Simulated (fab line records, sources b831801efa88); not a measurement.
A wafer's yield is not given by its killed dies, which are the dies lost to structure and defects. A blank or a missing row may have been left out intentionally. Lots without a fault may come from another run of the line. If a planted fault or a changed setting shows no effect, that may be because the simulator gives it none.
A single fault, viewed from 2 desks -- flow gf180mcu -- each desk holds nothing but its own numbers, with what lay behind them at the end

## METROLOGY DESK
Means of the sampled wafers that have a number, per lot and without regard to the tool the lot ran on: this is what the gauges read. If a lot's mean is further than 4 standard deviations from the usual mean, the lot is out of limits and carries the mark OUT (the distance appears in the brackets).
Columns: A = cd_nm at GF_CONTACT_CD_MEAS_14, usual 219.9 nm; B = CONTACT_OVL at GF_CONTACT_OVL_MEAS_15, usual 4 nm; C = CONTACT_W_RS at GF_CONTACT_RS_MEAS_25, usual 0.379 ohm/sq
lot,first seen here,A,B,C
L337,day 18 19:37,221.8,10,0.385
L340,day 19 21:35,219.9,6,0.381
L342,day 20 14:16,220.0,5,0.373
L344,day 21 05:20,219.3,0,0.385
L345,day 21 11:23,219.3,-5,0.379
L352,day 24 02:16,218.6,-2,0.383
This desk's verdict: no lot among the 6 shows anything out of limits.

## DESK OF THE TOOL OWNER: cvd_w-01
The tool's own readings at GF_CONTACT_CVD_24 (deposits W, target thk 300 nm, time 90.339 s): means of the sampled wafers that have a number, for each lot that ran on this tool. If a lot's mean is further than 4 standard deviations from the usual mean, the lot is out of limits and carries the mark OUT (the distance appears in the brackets).
Columns: A = heater_power_w at GF_CONTACT_CVD_24, usual 917 W
lot,first seen here,A
L340,day 19 22:19,1021
L342,day 20 14:59,867
L345,day 21 12:07,916
This desk's verdict: no lot among the 3 shows anything out of limits.

## ALL TOGETHER
Metrology desk: nothing out of limits seen.
Nothing out of limits was seen by the tool owner's desk.

## WHAT WAS PUT IN BY THE SIMULATOR
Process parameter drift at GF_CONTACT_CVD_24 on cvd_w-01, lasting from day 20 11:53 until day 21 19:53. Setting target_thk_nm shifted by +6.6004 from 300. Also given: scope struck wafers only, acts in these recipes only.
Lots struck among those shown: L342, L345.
